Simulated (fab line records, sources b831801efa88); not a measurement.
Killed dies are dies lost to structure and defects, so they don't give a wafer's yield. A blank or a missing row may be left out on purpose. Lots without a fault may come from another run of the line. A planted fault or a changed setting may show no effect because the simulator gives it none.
A struck lot beside a sound one | flow gf180mcu | 14 steps out of a route of 602
Sound: wafers L609.2, L609.3, L609.4. Struck: wafers L623.2, L623.5, L623.6. The cause comes at the end.
At each step with rows: each side's tool, then ch and its chambers, then its first start. Under that, the readings that differ: sound wafers | struck wafers | difference of the means | sigmas: that difference in standard deviations of wafers without a fault.
alike: readings whose means differ by less than 2 such deviations, and words and numbers that are the same on both sides. not compared: withheld readings, readings that some wafer has no value for, bounds like >300 that may hide the same value, and numbers for which the record gives no deviation and whose values overlap.
The two part at a step that has a row with sigmas, a row that says differs or no value, or rows on one side only. Numbers that don't overlap but have no deviation are shown without sigmas and don't part them. A reading that every wafer of one side lacks parts them only if that side has two wafers or more.

first, 8 steps without rows for these wafers: GF_V3_DEHYDRATE_06 (time 60 s); GF_V3_HMDS_07 (prime time 60 s); GF_V3_COAT_08; GF_V3_COAT_09 (resist thk 1000 nm); GF_V3_SOFTBAKE_10 (time 60 s); GF_V3_EXPOSE_11 (exposes mask Via3, target cd 260 nm); GF_V3_PEB_12 (peb time 90 s); GF_V3_DEVELOP_13 (develop time 60 s).
GF_V3_CD_MEAS_14: target cd 260 nm.
  sound on cd_sem-01, day 23 18:34; struck on cd_sem-01, day 28 07:58
  alike: cd_nm
GF_V3_OVL_MEAS_15:
  sound on overlay-01, day 23 18:40; struck on overlay-01, day 28 08:04
  alike: V3_OVL
GF_V3_ETCH_16: etches BARC in N2/H2.
  sound on rie_diel-02 ch 0,1,3, day 23 18:42; struck on rie_diel-01 ch 2,3, day 28 08:06
  alike: drypump_motor_current_A, oes_product_au, throttle_valve_pct
GF_V3_ETCH_17: etches SiO2 in C4F8/O2/Ar, stops on TiN, target depth 635 nm.
  sound on rie_diel-02 ch 0,1,3; struck on rie_diel-01 ch 2,3
  alike: oes_product_au
GF_V3_STRIP_18: strips in O2/N2.
  sound on plasma_asher-02 ch 0,1, day 23 18:50; struck on plasma_asher-04 ch 0,1, day 28 08:14
  no value came back on the struck wafers for chamber_pressure_mTorr (mTorr), drypump_motor_current_A (A), heater_power_w (W), oes_product_au (a.u.); on the sound wafers chamber_pressure_mTorr (mTorr) reads 1500.4 1501.9 1498.7
  not compared: rf_hours_counter_h
then, 1 step without rows for these wafers: GF_V3_STRIP_19 (strips in post etch residue remover, time 1200 s).

WHERE THEY PART
Only at GF_V3_STRIP_18, within this record.

WHY: what the simulator had put in
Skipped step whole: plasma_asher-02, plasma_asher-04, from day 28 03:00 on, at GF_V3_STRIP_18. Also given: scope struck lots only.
